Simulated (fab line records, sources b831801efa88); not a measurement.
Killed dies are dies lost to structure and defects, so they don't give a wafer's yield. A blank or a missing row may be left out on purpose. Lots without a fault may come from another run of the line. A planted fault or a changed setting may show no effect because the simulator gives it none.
fab line records | flow sky130
record lots=5 wafers=15 last_day=50
route steps=708 shown VIA3@577 METAL4@598 CAP2M@603
lots that met no fault: from a run of the same line without faults
start_h: hours from the record's first day to the start of the lot's first wafer shown | wait_h: hours since the lot's step before | " the same as in the row above | L1.1+2: a row that stands for several wafers | - no value, or no start given | * or withheld: withheld | < > ~ a bound
route shown NAME@n: a module of which the file shows steps, and the number in the route of the first | usual: mean/standard deviation of fault-free wafers | same: alike in all rows | chamber/n: place in a boat | sites: the reading at each site | _std_site: their standard deviation | _edge_site: outer sites' mean less inner sites' | radius_mm: how far each site lies from the wafer's centre | mask NAME#n: copy n | behind: the tool/chamber that last shaped the wafer | hold: why the lot was held/for how many hours/how that ended | device: the transistor (n, p or np) that didn't switch | end of line: the same wafers' tests at the end of the route | a step without rows: its recipe alone | killed: dies lost to structure and defects at the first sort, not the wafer's yield | map: a wafer's dies, x killed, . not, _ none there
set.NAME: the setting as run; set.NAME@STEP: as run at that earlier step | model.NAME: the simulator's own value behind a step, which no gauge read
lots at some steps of the route; a table a step, a row a wafer
services: from which hour (start_h, from the record's first day; less than 0 if before it) a tool's chamber was out of use, for how many hours, and why
## steps
# step SKY_VIA3_DEHYDRATE_04
# recipe temp_c=200 time_s=60
# same time_s=60
# columns lot.wafer tool chamber start_h wait_h
L075.1+3+6 litho_track-01 0 928.86 11.9
L078.1+4+5 litho_track-03 0 960.33 11.8
L079.2+3+6 litho_track-03 0 966.35 10.6
L087.1+2+4 litho_track-04 0 1015.63 9.8
L096.1+2+6 litho_track-01 0 1066.21 10.2
# step SKY_VIA3_HMDS_05
# recipe prime_time_s=60 prime_temp_c=120
# columns lot.wafer tool chamber start_h wait_h
L075.1+3+6 litho_track-01 0 929.01 0.1
L078.1+4+5 litho_track-03 0 960.48 0.1
L079.2+3+6 litho_track-03 0 966.50 0.1
L087.1+2+4 litho_track-04 0 1015.78 0.1
L096.1+2+6 litho_track-01 0 1066.36 0.1
# step SKY_VIA3_COAT_06
# recipe resist=BARC temp_c=withheld time_s=withheld spin_rpm=3000 resist_thk_nm=60
# columns lot.wafer tool chamber start_h wait_h
L075.1+3+6 litho_track-01 0 929.16 0.1
L078.1+4+5 litho_track-03 0 960.63 0.1
L079.2+3+6 litho_track-03 0 966.65 0.1
L087.1+2+4 litho_track-04 0 1015.93 0.1
L096.1+2+6 litho_track-01 0 1066.51 0.1
# step SKY_VIA3_COAT_07
# recipe resist=KrF-thick spin_rpm=3000 resist_thk_nm=450
# columns lot.wafer tool chamber start_h wait_h
L075.1+3+6 litho_track-01 0 - -
L078.1+4+5 litho_track-03 0 - -
L079.2+3+6 litho_track-03 0 - -
L087.1+2+4 litho_track-04 0 - -
L096.1+2+6 litho_track-01 0 - -
# step SKY_VIA3_SOFTBAKE_08
# recipe temp_c=100 time_s=90 resist=KrF-thick
# same time_s=90
# columns lot.wafer tool chamber start_h wait_h
L075.1+3+6 litho_track-01 0 - -
L078.1+4+5 litho_track-03 0 - -
L079.2+3+6 litho_track-03 0 - -
L087.1+2+4 litho_track-04 0 - -
L096.1+2+6 litho_track-01 0 - -
# step SKY_VIA3_EXPOSE_09
# recipe mask_id=VIM3 na=0.8 source_shape=annular sigma_inner=0.55 sigma_outer=0.85 target_cd_nm=200 dose_mj=38
# columns lot.wafer tool chamber start_h wait_h mask
L075.1+3+6 krf_scanner-02 0 - - VIM3#0
L078.1+4+5 krf_scanner-02 0 - - VIM3#0
L079.2+3+6 krf_scanner-02 0 - - VIM3#0
L087.1+2+4 krf_scanner-01 0 - - VIM3#0
L096.1+2+6 krf_scanner-01 0 - - VIM3#0
# step SKY_VIA3_PEB_10
# recipe peb_temp_c=withheld peb_time_s=withheld resist=KrF-thick
# columns lot.wafer tool chamber start_h wait_h
L075.1+3+6 litho_track-01 0 - -
L078.1+4+5 litho_track-01 0 - -
L079.2+3+6 litho_track-03 0 - -
L087.1+2+4 litho_track-01 0 - -
L096.1+2+6 litho_track-04 0 - -
# step SKY_VIA3_DEVELOP_11
# recipe develop_time_s=60 resist=KrF-thick dev_temp_c=21
# columns lot.wafer tool chamber start_h wait_h
L075.1+3+6 litho_track-01 0 - -
L078.1+4+5 litho_track-01 0 - -
L079.2+3+6 litho_track-03 0 - -
L087.1+2+4 litho_track-01 0 - -
L096.1+2+6 litho_track-04 0 - -
# step SKY_VIA3_CD_MEAS_12
# recipe target_cd_nm=200
# usual cd_nm=199.9/1.5
# columns lot.wafer tool chamber start_h wait_h cd_nm
L075.1 cd_sem-02 - 941.36 - 200.3
L075.3 " - " " 200.7
L075.6 " - " " 200.9
L078.1 cd_sem-02 - 973.31 - 198.9
L078.4 " - " " 198.0
L078.5 " - " " 198.3
L079.2 cd_sem-02 - 979.70 - 199.7
L079.3 " - " " 200.9
L079.6 " - " " 200.2
L087.1 cd_sem-01 - 1029.01 - 198.7
L087.2 " - " " 198.3
L087.4 " - " " 196.9
L096.1 cd_sem-02 - 1077.68 - 199.7
L096.2 " - " " 200.4
L096.6 " - " " 199.5
# step SKY_VIA3_OVL_MEAS_13
# usual VIA3_OVL=-1/5.1
# columns lot.wafer tool chamber start_h wait_h VIA3_OVL[nm]
L075.1 overlay-01 - 941.48 0.1 -9
L075.3 " - " " -11
L075.6 " - " " -11
L078.1 overlay-01 - 973.43 0.1 0
L078.4 " - " " 3
L078.5 " - " " 4
L079.2 overlay-01 - 979.81 0.1 -11
L079.3 " - " " -5
L079.6 " - " " -11
L087.1 overlay-01 - 1029.13 0.1 -6
L087.2 " - " " -1
L087.4 " - " " -1
L096.1 overlay-02 - 1077.80 0.1 -5
L096.2 " - " " -1
L096.6 " - " " 1
# step SKY_VIA3_ETCH_14
# recipe chemistry=N2/H2 target=BARC ion_energy_ev=200 source_w=500 bias_w=100 pressure_mtorr=30 n2_flow_sccm=100 h2_flow_sccm=200 stop_on=SiO2 time_s=45.9 target_depth_a=600
# usual drypump_motor_current_A=5.9/0.35 oes_product_au=0.854/0.0047 throttle_valve_pct=13.224/0.0095
# same time_s=45.9
# columns lot.wafer tool chamber start_h wait_h drypump_motor_current_A oes_product_au rf_hours_counter_h throttle_valve_pct
L075.1 rie_diel-03 0 941.51 0.0 5.7 0.854 21 13.229
L075.3 " 3 " " 5.9 0.851 16 13.227
L075.6 " 0 " " 5.7 0.856 - 13.223
L078.1 rie_diel-03 3 973.46 0.0 5.9 0.869 17 13.225
L078.4 " 0 " " 5.7 0.861 22 13.237
L078.5 " 3 " " 5.9 0.858 - 13.209
L079.2 rie_diel-02 1 979.84 0.0 6.4 0.854 7 13.217
L079.3 " 3 " " 6.0 0.853 15 13.224
L079.6 " 3 " " 5.9 0.858 - 13.218
L087.1 rie_diel-03 3 1029.16 0.0 5.9 0.843 19 13.228
L087.2 " 1 " " 6.3 0.851 24 13.217
L087.4 " 2 " " 5.9 0.854 27 13.233
L096.1 rie_diel-02 0 1077.84 0.0 5.3 0.858 24 13.219
L096.2 " 2 " " 6.5 0.856 29 13.208
L096.6 " 2 " " 6.5 0.849 - 13.227
# step SKY_VIA3_ETCH_15
# recipe target=SiO2 chemistry=C4F8/O2/Ar target_depth_nm=507 stop_on=TiN mask_material=KrF-thick source_w=1500 bias_w=1200 pressure_mtorr=40 c4f8_flow_sccm=withheld O2_flow_sccm=6 Ar_flow_sccm=300 time_s=78
# usual oes_product_au=0.945/0.0049
# same time_s=78
# columns lot.wafer tool chamber start_h wait_h oes_product_au rf_hours_counter_h
L075.1 rie_diel-03 0 941.55 0.0 0.940 21
L075.3 " 3 " " 0.947 16
L075.6 " 0 " " 0.943 -
L078.1 rie_diel-03 3 973.51 0.0 0.942 17
L078.4 " 0 " " 0.946 22
L078.5 " 3 " " 0.948 -
L079.2 rie_diel-02 1 979.88 0.0 0.946 7
L079.3 " 3 " " 0.944 15
L079.6 " 3 " " 0.955 -
L087.1 rie_diel-03 3 1029.21 0.0 0.947 19
L087.2 " 1 " " 0.947 24
L087.4 " 2 " " 0.935 27
L096.1 rie_diel-02 0 1077.88 0.0 0.944 24
L096.2 " 2 " " 0.952 29
L096.6 " 2 " " 0.951 -
# step SKY_VIA3_STRIP_16
# recipe chemistry=O2/N2 power_w=1400 pressure_mtorr=1500 platen_temp_c=withheld o2_flow_sccm=3000 n2_flow_sccm=300 overash_fraction=0.5
# usual drypump_motor_current_A=5.32/0.15 oes_product_au=0.402/0.0055 strip_time_to_endpoint_s=4.13/0.039
# columns lot.wafer tool chamber start_h wait_h drypump_motor_current_A oes_product_au rf_hours_counter_h strip_time_to_endpoint_s
L075.1 plasma_asher-01 1 941.61 0.0 5.32 0.403 49 4.21
L075.3 " 1 " " 5.33 0.401 - 4.14
L075.6 " 0 " " 5.23 0.396 - 4.19
L078.1 plasma_asher-01 1 973.57 0.0 5.34 0.406 52 4.16
L078.4 " 1 " " 5.31 0.405 - 4.19
L078.5 " 1 " " 5.32 0.408 - 4.18
L079.2 plasma_asher-01 1 979.94 0.0 5.32 0.396 52 4.10
L079.3 " 0 " " 5.21 0.406 - 4.11
L079.6 " 0 " " 5.23 0.404 - 4.13
L087.1 plasma_asher-01 1 1029.27 0.0 5.34 0.400 58 4.17
L087.2 " 0 " " 5.28 0.406 58 4.16
L087.4 " 0 " " 5.28 0.400 - 4.16
L096.1 plasma_asher-01 0 1077.94 0.0 5.24 0.401 63 4.12
L096.2 " 1 " " 5.33 0.391 63 4.16
L096.6 " 1 " " 5.33 0.402 - 4.16
# step SKY_VIA3_STRIP_17
# recipe chemistry=post_etch_residue_remover time_s=1200 temp_c=72.5
# same time_s=1200
# columns lot.wafer tool chamber start_h wait_h
L075.1+3+6 wet_bench-04 1 941.71 0.1
L078.1+4+5 wet_bench-03 3 973.67 0.1
L079.2+3+6 wet_bench-01 3 980.04 0.1
L087.1+2+4 wet_bench-03 0 1029.37 0.1
L096.1+2+6 wet_bench-04 2 1078.04 0.1
# step SKY_VIA3_CLEAN_18
# recipe chemistry=IPA time_s=180 temp_c=25
# same time_s=180
# columns lot.wafer tool chamber start_h wait_h
L075.1+3+6 wet_bench-01 0 942.06 0.0
L078.1+4+5 wet_bench-01 3 974.01 0.0
L079.2+3+6 wet_bench-04 3 980.38 0.0
L087.1+2+4 wet_bench-03 0 1029.74 0.0
L096.1+2+6 wet_bench-04 2 1078.38 0.0
# step SKY_VIA3_CLEAN_19
# recipe chemistry=O3/DIW dry=n2_spin
# columns lot.wafer tool chamber start_h wait_h
L075.1+3+6 wet_bench-03 3 942.11 0.0
L078.1+4+5 wet_bench-04 2 974.07 0.0
L079.2+3+6 wet_bench-01 1 980.44 0.0
L087.1+2+4 wet_bench-03 1 1029.80 0.0
L096.1+2+6 wet_bench-04 0 1078.44 0.0
# step SKY_VIA3_SPUTTER_20
# recipe material=TiN target_thk_nm=20 chamber_pressure_pa=5 power_w=4000 time_s=80
# usual throttle_valve_pct=29.9/0.99
# same time_s=80
# columns lot.wafer tool chamber start_h wait_h throttle_valve_pct
L075.1 pvd_sputter-02 - 942.21 0.0 30.3
L075.3 " - " " 29.4
L075.6 " - " " 31.1
L078.1 pvd_sputter-01 - 974.17 0.0 27.7
L078.4 " - " " 29.7
L078.5 " - " " 31.6
L079.2 pvd_sputter-01 - 980.53 0.0 31.4
L079.3 " - " " 31.6
L079.6 " - " " 31.3
L087.1 pvd_sputter-02 - 1029.90 0.0 29.6
L087.2 " - " " 29.2
L087.4 " - " " 30.5
L096.1 pvd_sputter-02 - 1078.53 0.0 30.4
L096.2 " - " " 31.0
L096.6 " - " " 28.7
# step SKY_VIA3_CVD_21
# recipe material=W target_thk_nm=390 time_s=117.31 temp_c=400 pressure_torr=40
# usual chamber_pressure_Torr=39.99/0.087 heater_power_w=790/55
# same time_s=117.31
# columns lot.wafer tool chamber start_h wait_h chamber_pressure_Torr heater_power_w
L075.1 cvd_w-02 1 942.28 0.0 40.08 846
L075.3 " 1 " " 40.01 838
L075.6 " 0 " " 40.20 705
L078.1 cvd_w-01 1 974.23 0.0 40.00 827
L078.4 " 0 " " 39.89 816
L078.5 " 0 " " 39.91 783
L079.2 cvd_w-02 1 980.59 0.0 40.07 854
L079.3 " 0 " " 40.09 697
L079.6 " 1 " " 40.06 827
L087.1 cvd_w-02 1 1029.96 0.0 40.09 825
L087.2 " 0 " " 40.08 700
L087.4 " 1 " " 39.98 858
L096.1 cvd_w-01 1 1078.60 0.0 39.94 832
L096.2 " 0 " " 40.12 819
L096.6 " 1 " " 40.01 803
# step SKY_VIA3_RS_MEAS_22
# recipe thk_meas_gauge=four-point-probe reads=W_of_VIA3_CVD_21+TiN_of_VIA3_SPUTTER_20
# usual VIA3_W_RS=0.295/0.0049
# columns lot.wafer tool chamber start_h wait_h VIA3_W_RS[ohm/sq]
L075.1 film_metro-02 - 942.40 0.1 0.300
L075.3 " - " " 0.299
L075.6 " - " " 0.290
L078.1 film_metro-02 - 974.35 0.1 0.297
L078.4 " - " " 0.289
L078.5 " - " " 0.287
L079.2 film_metro-02 - 980.73 0.1 0.297
L079.3 " - " " 0.288
L079.6 " - " " 0.299
L087.1 film_metro-03 - 1030.09 0.1 0.304
L087.2 " - " " 0.296
L087.4 " - " " 0.302
L096.1 film_metro-03 - 1078.72 0.1 0.295
L096.2 " - " " 0.291
L096.6 " - " " 0.294
# step SKY_VIA3_THK_MEAS_23
# recipe thk_meas_gauge=xrf reads=W_of_VIA3_CVD_21
# usual VIA3_W_THK=410/8
# columns lot.wafer tool chamber start_h wait_h VIA3_W_THK[nm]
L075.1 film_metro-02 - 942.52 0.1 406
L075.3 " - " " 404
L075.6 " - " " 417
L078.1 film_metro-02 - 974.47 0.1 406
L078.4 " - " " 418
L078.5 " - " " 417
L079.2 film_metro-02 - 980.84 0.1 407
L079.3 " - " " 419
L079.6 " - " " 407
L087.1 film_metro-03 - 1030.21 0.1 400
L087.2 " - " " 410
L087.4 " - " " 400
L096.1 film_metro-03 - 1078.84 0.1 412
L096.2 " - " " 417
L096.6 " - " " 413
# step SKY_VIA3_CMP_24
# recipe stop_on=SiO2 t_overpolish_s=20 down_force_psi=3.5 platen_rpm=60 target_thk_nm=0 pad_velocity_m_s=0.94248
# usual motor_current_A=10.9/0.78 overpolish_run_s=19.999/0.0098 time_to_endpoint_s=93/4.5
# same t_overpolish_s=20
# columns lot.wafer tool chamber start_h wait_h motor_current_A overpolish_run_s time_to_endpoint_s
L075.1 cmp-01 0 944.91 2.4 11.8 19.994 95
L075.3 " 3 " " 11.2 20.009 99
L075.6 " 0 " " 11.3 19.999 96
L078.1 cmp-02 0 974.53 0.1 11.5 19.992 96
L078.4 " 2 " " 10.2 20.007 96
L078.5 " 0 " " 11.9 19.986 101
L079.2 cmp-02 2 980.89 0.0 11.1 19.998 88
L079.3 " 3 " " 9.6 19.991 89
L079.6 " 2 " " 11.2 20.009 88
L087.2 cmp-02 0 1030.27 0.0 12.2 20.011 96
L087.1 " 1 " " 9.9 19.988 85
L087.4 " 2 " " 10.5 19.994 90
L096.2 cmp-01 3 1078.90 0.0 10.4 19.991 99
L096.1 " 0 " " 11.5 19.995 94
L096.6 " 3 " " 11.1 20.001 99
# step SKY_METAL4_SPUTTER_00
# recipe material=Ti target_thk_nm=15 power_w=3000 time_s=10 chamber_pressure_pa=0.4
# usual throttle_valve_pct=29.7/0.68
# same time_s=10
# columns lot.wafer tool chamber start_h wait_h throttle_valve_pct
L075.1 pvd_sputter-02 - 945.21 0.2 29.4
L075.3 " - " " 30.3
L075.6 " - " " 29.1
L078.1 pvd_sputter-04 - 974.83 0.2 29.4
L078.4 " - " " 29.5
L078.5 " - " " 29.0
L079.2 pvd_sputter-03 - 981.19 0.2 30.2
L079.3 " - " " 30.3
L079.6 " - " " 30.1
L087.1 pvd_sputter-02 - 1030.57 0.2 31.1
L087.2 " - " " 29.6
L087.4 " - " " 29.0
L096.1 pvd_sputter-02 - 1079.20 0.2 28.9
L096.2 " - " " 31.2
L096.6 " - " " 29.7
# step SKY_METAL4_SPUTTER_01
# recipe material=TiN target_thk_nm=20 power_w=6500 time_s=16.7 chamber_pressure_pa=0.4
# usual throttle_valve_pct=29.7/0.73
# same time_s=16.7
# columns lot.wafer tool chamber start_h wait_h throttle_valve_pct
L075.1 pvd_sputter-02 - 945.24 0.0 29.2
L075.3 " - " " 30.2
L075.6 " - " " 28.9
L078.1 pvd_sputter-04 - 974.85 0.0 29.5
L078.4 " - " " 29.7
L078.5 " - " " 28.9
L079.2 pvd_sputter-03 - 981.22 0.0 30.1
L079.3 " - " " 30.5
L079.6 " - " " 30.2
L087.1 pvd_sputter-02 - 1030.59 0.0 31.1
L087.2 " - " " 29.8
L087.4 " - " " 28.7
L096.1 pvd_sputter-02 - 1079.22 0.0 29.0
L096.2 " - " " 31.1
L096.6 " - " " 29.7
# step SKY_METAL4_SPUTTER_02
# recipe material=AlCu target_thk_nm=735 power_w=10600 time_s=39.1 chamber_pressure_pa=0.4
# usual throttle_valve_pct=29.8/0.71
# same time_s=39.1
# columns lot.wafer tool chamber start_h wait_h throttle_valve_pct
L075.1 pvd_sputter-02 - 945.26 0.0 29.8
L075.3 " - " " 30.3
L075.6 " - " " 28.8
L078.1 pvd_sputter-04 - 974.88 0.0 29.5
L078.4 " - " " 29.8
L078.5 " - " " 29.1
L079.2 pvd_sputter-03 - 981.24 0.0 30.4
L079.3 " - " " 30.3
L079.6 " - " " 30.3
L087.1 pvd_sputter-02 - 1030.61 0.0 31.3
L087.2 " - " " 29.4
L087.4 " - " " 28.9
L096.1 pvd_sputter-02 - 1079.25 0.0 28.8
L096.2 " - " " 31.3
L096.6 " - " " 29.6
# step SKY_METAL4_SPUTTER_03
# recipe material=Ti target_thk_nm=5 power_w=3000 time_s=3.3 chamber_pressure_pa=0.4
# usual throttle_valve_pct=29.8/0.69
# same time_s=3.3
# columns lot.wafer tool chamber start_h wait_h throttle_valve_pct
L075.1 pvd_sputter-02 - 945.30 0.0 29.6
L075.3 " - " " 30.3
L075.6 " - " " 29.0
L078.1 pvd_sputter-04 - 974.92 0.0 29.5
L078.4 " - " " 29.5
L078.5 " - " " 29.3
L079.2 pvd_sputter-03 - 981.28 0.0 30.2
L079.3 " - " " 30.2
L079.6 " - " " 30.3
L087.1 pvd_sputter-02 - 1030.65 0.0 31.3
L087.2 " - " " 29.4
L087.4 " - " " 28.9
L096.1 pvd_sputter-02 - 1079.28 0.0 28.7
L096.2 " - " " 31.1
L096.6 " - " " 29.5
# step SKY_METAL4_SPUTTER_04
# recipe material=TiN target_thk_nm=70 power_w=6500 time_s=58.3 chamber_pressure_pa=0.4
# usual throttle_valve_pct=29.7/0.69
# same time_s=58.3
# columns lot.wafer tool chamber start_h wait_h throttle_valve_pct
L075.1 pvd_sputter-02 - 945.32 0.0 29.7
L075.3 " - " " 30.1
L075.6 " - " " 28.9
L078.1 pvd_sputter-04 - 974.93 0.0 29.5
L078.4 " - " " 29.4
L078.5 " - " " 29.2
L079.2 pvd_sputter-03 - 981.30 0.0 30.3
L079.3 " - " " 30.5
L079.6 " - " " 30.2
L087.1 pvd_sputter-02 - 1030.67 0.0 30.9
L087.2 " - " " 29.5
L087.4 " - " " 28.8
L096.1 pvd_sputter-02 - 1079.30 0.0 28.8
L096.2 " - " " 31.0
L096.6 " - " " 29.6
# step SKY_CAP2M_CVD_00
# recipe material=SiO2 target_thk_nm=15.5 temp_c=400 time_s=withheld rf_w=450
# usual heater_power_w=761/98
# columns lot.wafer tool chamber start_h wait_h heater_power_w
L075.1 pecvd-03 2 945.37 0.0 764
L075.3 " 0 " " 805
L075.6 " 2 " " 773
L078.1 pecvd-02 1 974.98 0.0 785
L078.4 " 0 " " 774
L078.5 " 1 " " 788
L079.2 pecvd-03 1 981.35 0.0 572
L079.3 " 1 " " 579
L079.6 " 1 " " 578
L087.1 pecvd-02 0 1030.72 0.0 831
L087.2 " 1 " " 790
L087.4 " 2 " " 696
L096.1 pecvd-03 1 1079.35 0.0 588
L096.2 " 2 " " 657
L096.6 " 0 " " 865
# step SKY_CAP2M_THK_MEAS_01
# recipe reads=SiO2_of_CAP2M_CVD_00
# usual CAP2M_CVD_00_THK=15.49/0.3
# columns lot.wafer tool chamber start_h wait_h CAP2M_CVD_00_THK[nm]
L075.1 film_metro-02 - 945.39 - 15.00
L075.3 " - " " 15.22
L075.6 " - " " 15.31
L078.1 film_metro-04 - 975.00 - 15.45
L078.4 " - " " 15.35
L078.5 " - " " 15.78
L079.2 film_metro-01 - 981.39 - 15.63
L079.3 " - " " 15.95
L079.6 " - " " 15.78
L087.1 film_metro-02 - 1030.74 - 15.23
L087.2 " - " " 15.48
L087.4 " - " " 15.73
L096.1 film_metro-04 - 1079.37 - 15.30
L096.2 " - " " 14.92
L096.6 " - " " 15.31
# step SKY_CAP2M_SPUTTER_02
# recipe material=TiN target_thk_nm=200 temp_c=300 power_w=6500 time_s=166.7 chamber_pressure_pa=0.4
# usual throttle_valve_pct=30.0/1.2
# same time_s=166.7
# columns lot.wafer tool chamber start_h wait_h throttle_valve_pct
L075.1 pvd_sputter-03 - 945.45 0.1 30.1
L075.3 " - " " 30.2
L075.6 " - " " 28.9
L078.1 pvd_sputter-03 - 975.06 0.1 30.0
L078.4 " - " " 28.6
L078.5 " - " " 28.6
L079.2 pvd_sputter-01 - 981.44 0.0 27.8
L079.3 " - " " 29.9
L079.6 " - " " 31.1
L087.1 pvd_sputter-03 - 1030.80 0.1 30.0
L087.2 " - " " 28.5
L087.4 " - " " 30.1
L096.1 pvd_sputter-03 - 1079.43 0.1 30.0
L096.2 " - " " 30.1
L096.6 " - " " 30.3
# step SKY_CAP2M_RS_MEAS_03
# recipe thk_meas_gauge=four-point-probe reads=TiN_of_CAP2M_SPUTTER_02
# usual CAP2M_TIN_RS=6.89/0.08
# columns lot.wafer tool chamber start_h wait_h CAP2M_TIN_RS[ohm/sq]
L075.1 film_metro-04 - 945.56 0.1 6.85
L075.3 " - " " 6.89
L075.6 " - " " 6.91
L078.1 film_metro-01 - 975.17 0.1 6.88
L078.4 " - " " 6.81
L078.5 " - " " 6.90
L079.2 film_metro-02 - 981.57 0.1 6.85
L079.3 " - " " 6.67
L079.6 " - " " 6.77
L087.1 film_metro-04 - 1030.92 0.1 6.89
L087.2 " - " " 6.82
L087.4 " - " " 6.80
L096.1 film_metro-02 - 1079.54 0.1 6.82
L096.2 " - " " 6.79
L096.6 " - " " 6.94
# step SKY_CAP2M_THK_MEAS_04
# recipe thk_meas_gauge=xrf reads=TiN_of_CAP2M_SPUTTER_02
# usual CAP2M_TIN_THK=203.4/2.5
# columns lot.wafer tool chamber start_h wait_h CAP2M_TIN_THK[nm]
L075.1 film_metro-04 - 945.68 0.1 204.3
L075.3 " - " " 202.5
L075.6 " - " " 201.5
L078.1 film_metro-01 - 975.29 0.1 205.3
L078.4 " - " " 207.5
L078.5 " - " " 205.4
L079.2 film_metro-02 - 981.68 0.1 204.5
L079.3 " - " " 209.2
L079.6 " - " " 205.7
L087.1 film_metro-04 - 1031.04 0.1 202.4
L087.2 " - " " 205.0
L087.4 " - " " 205.4
L096.1 film_metro-02 - 1079.66 0.1 204.8
L096.2 " - " " 205.8
L096.6 " - " " 201.8
# step SKY_CAP2M_DEHYDRATE_05
# recipe temp_c=200 time_s=60
# same time_s=60
# columns lot.wafer tool chamber start_h wait_h
L075.1+3+6 litho_track-04 0 957.38 11.7
L078.1+4+5 litho_track-04 0 986.13 10.8
L079.2+3+6 litho_track-03 0 992.55 10.9
L087.1+2+4 litho_track-02 0 1040.72 9.7
L096.1+2+6 litho_track-03 0 1089.03 9.4
# step SKY_CAP2M_HMDS_06
# recipe prime_time_s=60 prime_temp_c=120
# columns lot.wafer tool chamber start_h wait_h
L075.1+3+6 litho_track-04 0 957.53 0.1
L078.1+4+5 litho_track-04 0 986.28 0.1
L079.2+3+6 litho_track-03 0 992.70 0.1
L087.1+2+4 litho_track-02 0 1040.87 0.1
L096.1+2+6 litho_track-03 0 1089.18 0.1
# step SKY_CAP2M_COAT_07
# recipe resist=NOVOLAK spin_rpm=3000 resist_thk_nm=1140
# columns lot.wafer tool chamber start_h wait_h
L075.1+3+6 litho_track-04 0 957.68 0.1
L078.1+4+5 litho_track-04 0 986.43 0.1
L079.2+3+6 litho_track-03 0 992.85 0.1
L087.1+2+4 litho_track-02 0 1041.02 0.1
L096.1+2+6 litho_track-03 0 1089.33 0.1
# step SKY_CAP2M_SOFTBAKE_08
# recipe temp_c=90 time_s=60 resist=NOVOLAK
# same time_s=60
# columns lot.wafer tool chamber start_h wait_h
L075.1+3+6 litho_track-04 0 957.83 0.1
L078.1+4+5 litho_track-04 0 986.58 0.1
L079.2+3+6 litho_track-03 0 993.00 0.1
L087.1+2+4 litho_track-02 0 1041.17 0.1
L096.1+2+6 litho_track-03 0 1089.48 0.1
# step SKY_CAP2M_EXPOSE_09
# recipe mask_id=CAP2M na=0.6 source_shape=conventional sigma_outer=0.6 polarization=unpolarized target_cd_nm=1000 dose_mj=159
# columns lot.wafer tool chamber start_h wait_h mask
L075.1+3+6 iline_stepper-01 0 - - CAP2M#0
L078.1+4+5 iline_stepper-01 0 - - CAP2M#0
L079.2+3+6 iline_stepper-02 0 - - CAP2M#0
L087.1+2+4 iline_stepper-01 0 - - CAP2M#0
L096.1+2+6 iline_stepper-01 0 - - CAP2M#0
# step SKY_CAP2M_PEB_10
# recipe temp_c=withheld time_s=* resist=NOVOLAK
# same time_s=*
# columns lot.wafer tool chamber start_h wait_h
L075.1+3+6 litho_track-03 0 - -
L078.1+4+5 litho_track-04 0 - -
L079.2+3+6 litho_track-02 0 - -
L087.1+2+4 litho_track-02 0 - -
L096.1+2+6 litho_track-04 0 - -
# step SKY_CAP2M_DEVELOP_11
# recipe resist=NOVOLAK developer=TMAH develop_time_s=60 dev_temp_c=23
# columns lot.wafer tool chamber start_h wait_h
L075.1+3+6 litho_track-03 0 970.18 0.1
L078.1+4+5 litho_track-04 0 998.93 0.1
L079.2+3+6 litho_track-02 0 1004.99 0.1
L087.1+2+4 litho_track-02 0 1053.02 0.1
L096.1+2+6 litho_track-04 0 1100.13 0.1
# step SKY_CAP2M_OVL_MEAS_12
# usual CAP2M_OVL=0.6/1.5
# columns lot.wafer tool chamber start_h wait_h CAP2M_OVL[nm]
L075.1 overlay-01 - 970.33 0.1 -1.0
L075.3 " - " " -1.7
L075.6 " - " " -1.7
L078.1 overlay-01 - 999.08 0.1 1.3
L078.4 " - " " 0.6
L078.5 " - " " 0.7
L079.2 overlay-02 - 1005.12 0.1 0.1
L079.3 " - " " 1.3
L079.6 " - " " 0.7
L087.1 overlay-02 - 1053.17 0.1 0.8
L087.2 " - " " 1.3
L087.4 " - " " 2.0
L096.1 overlay-02 - 1100.28 0.1 1.6
L096.2 " - " " -0.8
L096.6 " - " " -0.2
# step SKY_CAP2M_METAL_ETCH_13
# recipe target_depth_nm=220 stop_on=SiO2 chemistry=Cl2/BCl3 target=TiN pressure_mtorr=10 icp_w=900 bias_w=48.5 Cl2_flow_sccm=60 bcl3_flow_sccm=30 time_s=62.9
# usual drypump_motor_current_A=5.6/0.42 oes_product_au=0.944/0.0081 throttle_valve_pct=21.899/0.0095
# same time_s=62.9
# columns lot.wafer tool chamber start_h wait_h drypump_motor_current_A oes_product_au rf_hours_counter_h throttle_valve_pct
L075.1 rie_metal-04 0 970.37 0.0 5.9 0.947 12 21.886
L075.3 " 0 " " 5.9 0.951 - 21.898
L075.6 " 0 " " 5.9 0.945 - 21.900
L078.1 rie_metal-02 1 999.12 0.0 6.3 0.947 18 21.921
L078.4 " 0 " " 5.2 0.947 - 21.907
L078.5 " 0 " " 5.2 0.944 - 21.892
L079.2 rie_metal-04 0 1005.15 0.0 5.9 0.946 14 21.904
L079.3 " 0 " " 5.9 0.958 - 21.886
L079.6 " 0 " " 5.9 0.949 - 21.891
L087.1 rie_metal-02 1 1053.20 0.0 6.3 0.944 22 21.895
L087.2 " 0 " " 5.2 0.944 15 21.908
L087.4 " 1 " " 6.3 0.951 - 21.905
L096.1 rie_metal-04 1 1100.32 0.0 5.2 0.943 2 21.897
L096.2 " 0 " " 5.9 0.955 20 21.911
L096.6 " 0 " " 5.9 0.938 - 21.904
## services
# columns tool chamber start_h hours kind
cmp-02 - 908.36 23.6 pm
rie_diel-02 2 923.05 2.4 repair
krf_scanner-02 - 930.66 3.8 repair
cmp-02 - 931.98 4.0 pm
cmp-02 - 933.40 19.3 repair
rie_diel-02 2 942.38 8.4 repair
cmp-02 - 943.21 4.9 repair
krf_scanner-02 - 949.30 0.8 pm
plasma_asher-01 - 961.05 5.9 repair
krf_scanner-02 - 963.77 1.0 pm
pecvd-03 2 970.87 20.1 repair
cmp-02 - 971.95 1.8 repair
plasma_asher-01 - 975.02 0.5 repair
krf_scanner-02 - 994.60 0.8 pm
rie_diel-03 0 995.95 4.9 repair
cmp-02 - 1017.79 4.6 pm
rie_metal-04 - 1026.06 14.6 pm
krf_scanner-02 - 1034.29 1.3 pm
rie_diel-03 - 1048.06 0.2 repair
rie_diel-03 2 1049.44 4.6 repair
cvd_w-02 0 1049.69 12.3 repair
krf_scanner-02 - 1059.70 0.5 repair
plasma_asher-01 - 1064.93 1.2 repair
iline_stepper-01 - 1071.17 13.6 repair
## key
fault none
